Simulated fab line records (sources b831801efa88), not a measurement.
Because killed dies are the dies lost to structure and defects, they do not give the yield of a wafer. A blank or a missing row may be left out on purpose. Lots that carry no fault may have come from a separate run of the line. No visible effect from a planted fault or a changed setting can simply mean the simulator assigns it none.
2 desks, one fault	flow gf180mcu	what lay behind the numbers comes last; until then each desk has only its own

## TOOL OWNER'S DESK, implanter-02
The tool's own readings at GF_HV_LDD_IMPLANT_21: means of the sampled wafers that have a number, for each lot that ran on this tool. A lot is out of limits, marked OUT, if its mean lies more than 4 standard deviations from the usual mean; the brackets give that distance.
Columns: A = beam_energy_keV at GF_HV_LDD_IMPLANT_21, usual 24.999; B = beam_on_s at GF_HV_LDD_IMPLANT_21, usual 10.00 s; C = dose_ions_cm2 at GF_HV_LDD_IMPLANT_21, usual 5e+13; D = faraday_current_uA at GF_HV_LDD_IMPLANT_21, usual 282
lot	first seen here	A	B	C	D
L909	day 10 17:29	24.999	9.86	5e+13	285
L910	day 11 03:57	24.987	10.11	5e+13	278
L918	day 13 14:50	24.995	10.05	5e+13	279
L922	day 14 18:45	25.002	9.98	5e+13	281
L924	day 15 12:13	17.045 (-99 or more) OUT	10.15	5e+13	278
L925	day 15 19:24	17.036 (-99 or more) OUT	9.99	5e+13	282
Finding of this desk: L924, L925 out of limits; the first was L924 at day 15 12:13, on beam_energy_keV at GF_HV_LDD_IMPLANT_21. In limits: L909, L910, L918, L922.

## METROLOGY DESK
Lot by lot, what the gauges showed, no matter which tool ran the lot: averages of those sampled wafers that carry a number. A lot is out of limits, marked OUT, if its mean lies more than 4 standard deviations from the usual mean; the brackets give that distance.
Columns: A = cd_nm at GF_POLY_GATE_CD_MEAS_10, usual 280.0 nm; B = cd_nm at GF_HV_LDD_CD_MEAS_07, usual 399.8 nm; C = HV_LDD_2_TW at GF_HV_LDD_TW_MEAS_23, usual 1066; D = cd_nm at GF_HV_LDD_CD_MEAS_31, usual 400.0 nm
lot	first seen here	A	B	C	D
L909	day 9 04:19	281.4	398.9	1064	399.5
L910	day 9 13:25	279.0	399.3	1066	396.1
L911	day 9 18:13	280.2	399.1	1056	400.1
L913	day 10 13:32	280.0	403.0	1066	402.6
L916	day 11 10:35	281.5	397.3	1064	398.2
L917	day 11 15:14	281.1	401.6	1069	403.7
L918	day 11 21:26	279.2	400.4	1070	398.1
L919	day 12 04:49	279.9	400.5	1063	398.8
L920	day 12 10:04	279.7	398.9	1068	400.9
L921	day 12 20:29	278.2	397.5	1068	400.5
L922	day 13 00:32	278.2	399.1	1058	399.0
L924	day 13 15:44	280.2	399.2	955 (-19) OUT	397.2
L925	day 13 22:30	281.3	399.2	956 (-19) OUT	398.4
L929	day 15 02:28	279.8	403.5	1077	399.9
This desk's result: L924, L925 out of limits, first on L924 (HV_LDD_2_TW at GF_HV_LDD_TW_MEAS_23), day 15 12:28. In limits: L909, L910, L911, L913, L916, L917, L918, L919, L920, L921, L922, L929.

## TAKEN TOGETHER
At day 15 12:13, on L924, L925, the tool owner's desk was in a position to raise an alarm.
At day 15 12:28 the metrology desk could have sounded an alarm, on L924, L925.
All the named lots went through GF_HV_LDD_IMPLANT_21 on implanter-02.

## WHAT WAS PUT IN BY THE SIMULATOR
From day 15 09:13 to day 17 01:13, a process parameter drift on implanter-02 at GF_HV_LDD_IMPLANT_21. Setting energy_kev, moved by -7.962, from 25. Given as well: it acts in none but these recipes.
Struck lots among those shown: L924, L925.
Hours from the fault's start to each desk's first reading out of limits: the tool owner's desk, 3; the metrology desk, 3.
